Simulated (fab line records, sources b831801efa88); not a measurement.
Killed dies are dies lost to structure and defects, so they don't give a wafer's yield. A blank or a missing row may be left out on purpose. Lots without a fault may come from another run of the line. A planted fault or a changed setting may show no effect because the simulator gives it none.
fab line records | flow sky130
record lots=9 wafers=27 last_day=50
route steps=708 shown METAL1@453 VIA1@478 METAL2@484
lots that met no fault: from a run of the same line without faults
start_h: hours from the record's first day to the start of the lot's first wafer shown | wait_h: hours since the lot's step before | " the same as in the row above | L1.1+2: a row that stands for several wafers | - no value, or no start given | * or withheld: withheld | < > ~ a bound
route shown NAME@n: a module of which the file shows steps, and the number in the route of the first | usual: mean/standard deviation of fault-free wafers | same: alike in all rows | chamber/n: place in a boat | sites: the reading at each site | _std_site: their standard deviation | _edge_site: outer sites' mean less inner sites' | radius_mm: how far each site lies from the wafer's centre | mask NAME#n: copy n | behind: the tool/chamber that last shaped the wafer | hold: why the lot was held/for how many hours/how that ended | device: the transistor (n, p or np) that didn't switch | end of line: the same wafers' tests at the end of the route | a step without rows: its recipe alone | killed: dies lost to structure and defects at the first sort, not the wafer's yield | map: a wafer's dies, x killed, . not, _ none there
set.NAME: the setting as run; set.NAME@STEP: as run at that earlier step | model.NAME: the simulator's own value behind a step, which no gauge read
steps of the route over a sample of lots; a table a step, a row a wafer
services: from which hour (start_h, from the record's first day; less than 0 if before it) a tool's chamber was out of use, for how many hours, and why
## steps
# step SKY_METAL1_METAL_ETCH_19
# recipe target_depth_a=3600 stop_on=SiO2 over_etch_frac=0.3 time_s=78 chemistry=Cl2/BCl3 resist_sidewall_deg=88 pressure_mtorr=10 icp_w=900 bias_w=48.5 Cl2_flow_sccm=60 bcl3_flow_sccm=30
# usual bcl3_flow_sccm=29.99/0.092 chamber_pressure_mTorr=10.000/0.0085 drypump_motor_current_A=5.7/0.67 oes_product_au=0.855/0.0058 throttle_valve_pct=22.264/0.0097
# same over_etch_frac=0.3
# columns lot.wafer tool chamber start_h wait_h bcl3_flow_sccm chamber_pressure_mTorr drypump_motor_current_A oes_product_au rf_hours_counter_h throttle_valve_pct
L947.2 rie_metal-04 0 770.90 0.0 29.97 9.995 5.1 0.851 13 22.260
L947.3 " 1 " " 30.07 9.998 6.0 0.848 - 22.263
L947.4 " 0 " " 30.04 9.999 5.1 0.855 - 22.252
L953.1 rie_metal-04 0 833.00 0.1 30.00 10.004 5.1 0.849 16 22.268
L953.2 " 0 " " 30.03 10.001 5.1 0.854 - 22.269
L953.6 " 0 " " 30.02 9.996 5.1 0.853 - 22.261
L957.1 rie_metal-04 0 853.15 0.0 30.01 9.989 5.1 0.849 17 22.262
L957.3 " 1 " " 30.08 10.001 6.0 0.857 - 22.273
L957.5 " 0 " " 29.92 9.999 5.1 0.857 - 22.259
L958.1 rie_metal-04 1 867.26 0.0 29.97 10.005 6.0 0.842 1 22.257
L958.4 " 0 " " 29.99 9.999 5.1 0.856 - 22.271
L958.5 " 1 " " 29.87 10.007 6.1 0.852 - 22.246
L959.1 rie_metal-02 1 875.51 0.0 30.16 9.998 6.5 0.854 8 22.283
L959.4 " 0 " " 30.06 9.996 4.7 0.846 - 22.260
L959.6 " 0 " " 29.87 9.987 4.7 0.858 - 22.277
L964.2 rie_metal-03 0 909.36 0.0 29.81 9.998 6.0 0.851 14 22.267
L964.4 " 0 " " 29.71 10.004 6.0 0.846 - 22.277
L964.6 " 0 " " 29.74 9.983 6.0 0.849 - 22.272
L968.2 rie_metal-02 0 931.26 0.0 30.07 9.997 4.7 0.853 16 22.272
L968.5 " 1 " " 30.02 10.011 6.5 0.862 - 22.256
L968.6 " 0 " " 30.06 10.013 4.7 0.858 - 22.248
L969.2 rie_metal-02 0 939.55 0.0 29.98 10.000 4.7 0.857 16 22.266
L969.3 " 1 " " 30.17 10.001 6.5 0.862 - 22.272
L969.4 " 0 " " 30.16 9.982 4.7 0.855 - 22.261
L970.1 rie_metal-02 0 944.70 0.0 30.02 9.992 4.7 0.857 17 22.269
L970.2 " 1 " " 29.96 9.997 6.5 0.864 10 22.281
L970.6 " 1 " " 29.98 9.998 6.5 0.858 - 22.259
# step SKY_VIA1_SPUTTER_20
# recipe material=TiN target_thk_nm=20 chamber_pressure_pa=5 power_w=4000 time_s=80
# usual chamber_pressure_pa=5.001/0.011 throttle_valve_pct=30.1/0.71
# columns lot.wafer tool chamber start_h wait_h chamber_pressure_pa throttle_valve_pct
L947.2 pvd_sputter-03 - 798.75 0.0 4.997 30.7
L947.3 " - " " 4.997 31.0
L947.4 " - " " 5.004 28.9
L953.1 pvd_sputter-01 - 861.05 0.0 5.005 30.4
L953.2 " - " " 4.999 30.6
L953.6 " - " " 4.999 30.2
L957.1 pvd_sputter-01 - 881.25 0.0 4.995 29.9
L957.3 " - " " 4.997 30.7
L957.5 " - " " 4.992 30.1
L958.1 pvd_sputter-01 - 895.12 0.0 4.992 30.0
L958.4 " - " " 5.004 30.6
L958.5 " - " " 4.998 29.8
L959.1 pvd_sputter-01 - 903.22 0.0 4.990 30.3
L959.4 " - " " 5.008 30.8
L959.6 " - " " 5.012 30.4
L964.2 pvd_sputter-03 - 936.99 0.0 4.993 31.0
L964.4 " - " " 5.013 29.8
L964.6 " - " " 5.019 28.8
L968.2 pvd_sputter-04 - 957.63 0.0 4.999 29.7
L968.5 " - " " 5.000 30.6
L968.6 " - " " 5.034 29.4
L969.2 pvd_sputter-01 - 965.54 0.0 4.999 31.0
L969.3 " - " " 5.003 30.3
L969.4 " - " " 4.994 31.1
L970.1 pvd_sputter-03 - 970.63 0.0 4.990 30.8
L970.2 " - " " 5.007 30.6
L970.6 " - " " 5.001 29.9
# step SKY_VIA1_CVD_21
# recipe material=W target_thk_nm=270 time_s=80.902 temp_c=400 pressure_torr=40
# usual chamber_pressure_Torr=40.01/0.083 heater_power_w=864/66
# columns lot.wafer tool chamber start_h wait_h chamber_pressure_Torr heater_power_w
L947.2 cvd_w-01 0 798.81 0.0 39.90 935
L947.3 " 0 " " 39.96 950
L947.4 " 1 " " 39.96 909
L953.1 cvd_w-02 0 861.11 0.0 39.92 778
L953.2 " 1 " " 39.98 887
L953.6 " 0 " " 39.87 797
L957.1 cvd_w-02 0 881.31 0.0 53.22 775
L957.3 " 1 " " 53.13 881
L957.5 " 1 " " 53.15 895
L958.1 cvd_w-01 1 895.18 0.0 39.89 925
L958.4 " 0 " " 40.04 939
L958.5 " 1 " " 39.91 916
L959.1 cvd_w-02 1 903.28 0.0 53.25 895
L959.4 " 0 " " 53.32 775
L959.6 " 0 " " 53.14 773
L964.2 cvd_w-01 0 937.05 0.0 40.02 898
L964.4 " 1 " " 39.96 899
L964.6 " 1 " " 40.02 898
L968.2 cvd_w-02 0 957.69 0.0 40.05 764
L968.5 " 1 " " 39.99 876
L968.6 " 0 " " 40.17 778
L969.2 cvd_w-02 1 965.60 0.0 39.99 873
L969.3 " 1 " " 40.07 885
L969.4 " 0 " " 40.09 780
L970.1 cvd_w-02 0 970.69 0.0 40.01 773
L970.2 " 1 " " 39.97 893
L970.6 " 0 " " 40.03 781
# step SKY_VIA1_RS_MEAS_22
# recipe thk_meas_gauge=four-point-probe reads=W_of_VIA1_CVD_21+TiN_of_VIA1_SPUTTER_20
# usual VIA1_W_RS=0.426/0.0041
# columns lot.wafer tool chamber start_h wait_h VIA1_W_RS[ohm/sq]
L947.2 film_metro-02 - 798.92 0.1 0.424
L947.3 " - " " 0.428
L947.4 " - " " 0.427
L953.1 film_metro-01 - 861.21 0.1 0.419
L953.2 " - " " 0.428
L953.6 " - " " 0.421
L957.1 film_metro-01 - 881.40 0.1 0.363
L957.3 " - " " 0.371
L957.5 " - " " 0.364
L958.1 film_metro-02 - 895.27 0.1 0.433
L958.4 " - " " 0.427
L958.5 " - " " 0.430
L959.1 film_metro-01 - 903.37 0.1 0.368
L959.4 " - " " 0.368
L959.6 " - " " 0.366
L964.2 film_metro-01 - 937.16 0.1 0.435
L964.4 " - " " 0.431
L964.6 " - " " 0.428
L968.2 film_metro-02 - 957.80 0.1 0.427
L968.5 " - " " 0.429
L968.6 " - " " 0.430
L969.2 film_metro-03 - 965.72 0.1 0.435
L969.3 " - " " 0.425
L969.4 " - " " 0.428
L970.1 film_metro-01 - 970.78 0.1 0.424
L970.2 " - " " 0.431
L970.6 " - " " 0.426
# step SKY_VIA1_THK_MEAS_23
# recipe thk_meas_gauge=xrf reads=W_of_VIA1_CVD_21
# usual VIA1_W_THK=269.0/3
# columns lot.wafer tool chamber start_h wait_h VIA1_W_THK[nm]
L947.2 film_metro-02 - 799.03 0.1 271.5
L947.3 " - " " 266.9
L947.4 " - " " 270.1
L953.1 film_metro-01 - 861.33 0.1 270.8
L953.2 " - " " 265.2
L953.6 " - " " 269.1
L957.1 film_metro-01 - 881.52 0.1 310.9
L957.3 " - " " 306.0
L957.5 " - " " 309.7
L958.1 film_metro-02 - 895.39 0.1 266.6
L958.4 " - " " 270.4
L958.5 " - " " 267.4
L959.1 film_metro-01 - 903.49 0.1 310.2
L959.4 " - " " 309.5
L959.6 " - " " 311.7
L964.2 film_metro-01 - 937.27 0.1 261.2
L964.4 " - " " 265.1
L964.6 " - " " 267.1
L968.2 film_metro-02 - 957.91 0.1 270.7
L968.5 " - " " 268.9
L968.6 " - " " 267.4
L969.2 film_metro-03 - 965.83 0.1 264.2
L969.3 " - " " 269.9
L969.4 " - " " 269.7
L970.1 film_metro-01 - 970.90 0.1 269.2
L970.2 " - " " 264.7
L970.6 " - " " 269.0
# step SKY_VIA1_CMP_24
# recipe stop_on=SiO2 t_overpolish_s=15 down_force_psi=3.5 platen_rpm=60 target_thk_nm=0 pad_velocity_m_s=0.94248
# usual motor_current_A=10.6/1.4 slurry_filter_dp_kPa=13.49/0.13 time_to_endpoint_s=65.6/2.2
# columns lot.wafer tool chamber start_h wait_h motor_current_A slurry_filter_dp_kPa time_to_endpoint_s
L947.4 cmp-01 2 799.08 0.0 13.5 13.26 65.2
L947.2 " 0 " " 11.3 13.43 65.1
L947.3 " 1 " " 9.3 13.58 64.5
L953.2 cmp-02 1 861.39 0.0 10.4 13.48 67.8
L953.1 " 0 " " 11.1 13.57 72.9
L953.6 " 2 " " 8.9 13.58 68.1
L957.1 cmp-01 3 881.58 0.1 9.8 13.63 76.5
L957.3 " 1 " " 9.1 13.39 76.7
L957.5 " 3 " " 9.6 13.52 78.3
L958.4 cmp-02 0 895.55 0.1 11.4 13.44 64.1
L958.1 " 1 " " 10.0 13.57 64.9
L958.5 " 2 " " 9.5 13.59 65.6
L959.1 cmp-01 1 903.65 0.1 9.0 13.18 76.5
L959.4 " 2 " " 13.8 13.13 76.4
L959.6 " 0 " " 11.6 13.60 75.3
L964.4 cmp-02 0 937.37 0.1 11.3 13.61 66.9
L964.2 " 2 " " 9.4 13.87 65.0
L964.6 " 0 " " 10.9 13.63 69.1
L968.2 cmp-02 2 958.01 0.1 9.3 13.54 69.2
L968.6 " 1 " " 10.2 13.30 67.6
L968.5 " 2 " " 9.1 13.78 70.7
L969.4 cmp-02 1 965.88 0.0 10.6 13.54 67.0
L969.2 " 2 " " 9.6 13.47 65.2
L969.3 " 0 " " 11.2 13.43 70.4
L970.2 cmp-02 2 971.01 0.1 8.9 13.56 67.2
L970.1 " 0 " " 10.9 13.48 67.0
L970.6 " 1 " " 10.3 13.57 67.0
# step SKY_METAL2_SPUTTER_01
# recipe material=TiN target_thk_nm=20 power_w=6500 time_s=16.7 chamber_pressure_pa=0.4
# usual chamber_pressure_pa=0.4000/0.0008 throttle_valve_pct=30.4/1.4
# columns lot.wafer tool chamber start_h wait_h chamber_pressure_pa throttle_valve_pct
L947.2 pvd_sputter-04 - 799.40 0.0 0.4007 29.0
L947.3 " - " " 0.4004 30.4
L947.4 " - " " 0.4021 30.5
L953.1 pvd_sputter-03 - 861.71 0.0 0.4005 30.6
L953.2 " - " " 0.3999 28.6
L953.6 " - " " 0.3990 31.0
L957.1 pvd_sputter-02 - 881.91 0.0 0.4011 28.6
L957.3 " - " " 0.3988 30.7
L957.5 " - " " 0.4012 28.8
L958.1 pvd_sputter-02 - 895.78 0.0 0.4009 30.6
L958.4 " - " " 0.3995 31.7
L958.5 " - " " 0.3998 31.9
L959.1 pvd_sputter-03 - 903.88 0.0 0.3997 29.9
L959.4 " - " " 0.4013 30.7
L959.6 " - " " 0.4001 29.8
L964.2 pvd_sputter-03 - 937.65 0.0 0.4002 28.8
L964.4 " - " " 0.3998 28.7
L964.6 " - " " 0.3997 30.9
L968.2 pvd_sputter-03 - 958.28 0.0 0.4004 30.6
L968.5 " - " " 0.4000 29.8
L968.6 " - " " 0.3989 30.9
L969.2 pvd_sputter-03 - 966.20 0.0 0.3988 30.4
L969.3 " - " " 0.4001 30.7
L969.4 " - " " 0.3995 28.9
L970.1 pvd_sputter-04 - 971.28 0.0 0.4011 29.3
L970.2 " - " " 0.3996 29.1
L970.6 " - " " 0.4008 29.9
## services
# columns tool chamber start_h hours kind
cmp-01 - 754.12 1.3 repair
rie_metal-03 0 758.48 8.2 repair
cvd_w-01 - 767.74 6.9 pm
pvd_sputter-03 - 771.73 4.0 repair
pvd_sputter-01 - 779.61 4.9 repair
rie_metal-03 0 789.46 11.8 repair
cmp-01 - 791.95 5.6 pm
pvd_sputter-03 - 802.24 6.7 repair
cmp-02 - 803.27 0.6 repair
rie_metal-02 1 814.13 3.0 repair
cmp-01 - 837.06 5.6 repair
cmp-01 - 858.97 2.0 repair
cmp-01 - 864.69 1.7 repair
pvd_sputter-02 - 867.82 0.9 repair
cvd_w-01 1 871.40 3.7 repair
cmp-02 - 882.07 0.6 repair
rie_metal-02 - 898.00 1.5 repair
cvd_w-01 0 898.67 4.3 repair
cvd_w-01 - 904.00 14.0 pm
cmp-01 - 909.31 0.3 repair
cmp-02 - 912.62 4.0 pm
cvd_w-01 1 922.73 13.2 repair
cmp-02 - 945.10 3.9 repair
cvd_w-01 - 949.52 6.0 pm
## key
first_sign step=SKY_VIA1_CVD_21 reading=chamber_pressure_Torr direction=up sigmas=99+ usual=40.01 struck=53.20
effect step=SKY_VIA1_RS_MEAS_22 reading=VIA1_W_RS direction=down sigmas=14 usual=0.426 struck=0.367
effect step=SKY_VIA1_THK_MEAS_23 reading=VIA1_W_THK direction=up sigmas=14 usual=269.0 struck=309.7
effect step=SKY_VIA1_CMP_24 reading=time_to_endpoint_s direction=up sigmas=5 usual=* struck=*
met_at SKY_VIA1_CVD_21
struck_lots L957,L959
not_acting_at SKY_METAL1_METAL_ETCH_19,SKY_VIA1_SPUTTER_20,SKY_METAL2_SPUTTER_01
onset_between 861.11 881.31
fault kind=process_parameter_drift tool=cvd_w-02 chamber=- onset_h=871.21 steps=SKY_VIA1_CVD_21 channel=pressure_torr offset=13.214 shape=step end_h=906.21 acts_in=these_recipes_only stated=40
